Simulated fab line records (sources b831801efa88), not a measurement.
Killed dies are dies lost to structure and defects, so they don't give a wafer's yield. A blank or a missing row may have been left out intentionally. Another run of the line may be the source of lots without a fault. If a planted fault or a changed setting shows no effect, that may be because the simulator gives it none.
Chamber matching | flow sky130 | SKY_VIA3_CMP_02 on cmp-02 has 4 sister chambers
The step polishes SiO2. 4 wafers are shown with their chamber, then 12 later ones without.

EACH WAFER AND ITS CHAMBER
wafer  | chamber | motor-current-A (A)
L087.3 | 1       | 12.1
L088.4 | 0       | 13.7
L091.2 | 2       | 10.0
L091.5 | 3       | 11.3

WAFERS WITH NO CHAMBER GIVEN
wafer  | motor-current-A (A)
L089.2 | 13.9
L089.4 | 10.2
L089.5 | 11.8
L092.4 | 13.4
L092.5 | 10.0
L092.6 | 11.7
L093.1 | 10.0
L093.5 | 12.9
L093.6 | 12.3
L096.1 | 9.5
L096.3 | 10.9
L096.6 | 13.4

THE CHAMBER EACH PASSED THROUGH
wafer  | from the rows above     | in truth
L089.2 | 0                       | 0
L089.4 | 2                       | 2
L089.5 | can't be placed: 1 or 3 | 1
L092.4 | 0                       | 0
L092.5 | 2                       | 2
L092.6 | can't be placed: 3 or 1 | 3
L093.1 | 2                       | 2
L093.5 | can't be placed: 0 or 1 | 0
L093.6 | 1                       | 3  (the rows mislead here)
L096.1 | 2                       | 2
L096.3 | can't be placed: 3 or 2 | 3
L096.6 | 0                       | 0
7 of 12 placed correctly. Not placeable from these rows: 4 (in 4, the candidates include the true chamber). Placed wrongly: 1.
How it was worked out, from the rows above alone: a wafer's distance from a chamber is the root of the sum, over the readings, of the square of ((its reading less the chamber's mean) divided by the reading's scatter). The wafer belongs to the nearest chamber; if the next one is less than 2 further off, it can't be placed. The mean given for a chamber averages the wafers shown for that chamber. The scatter: with one shown wafer a chamber, the root of the mean of the squares of how far each hidden wafer lies from its nearest shown one.
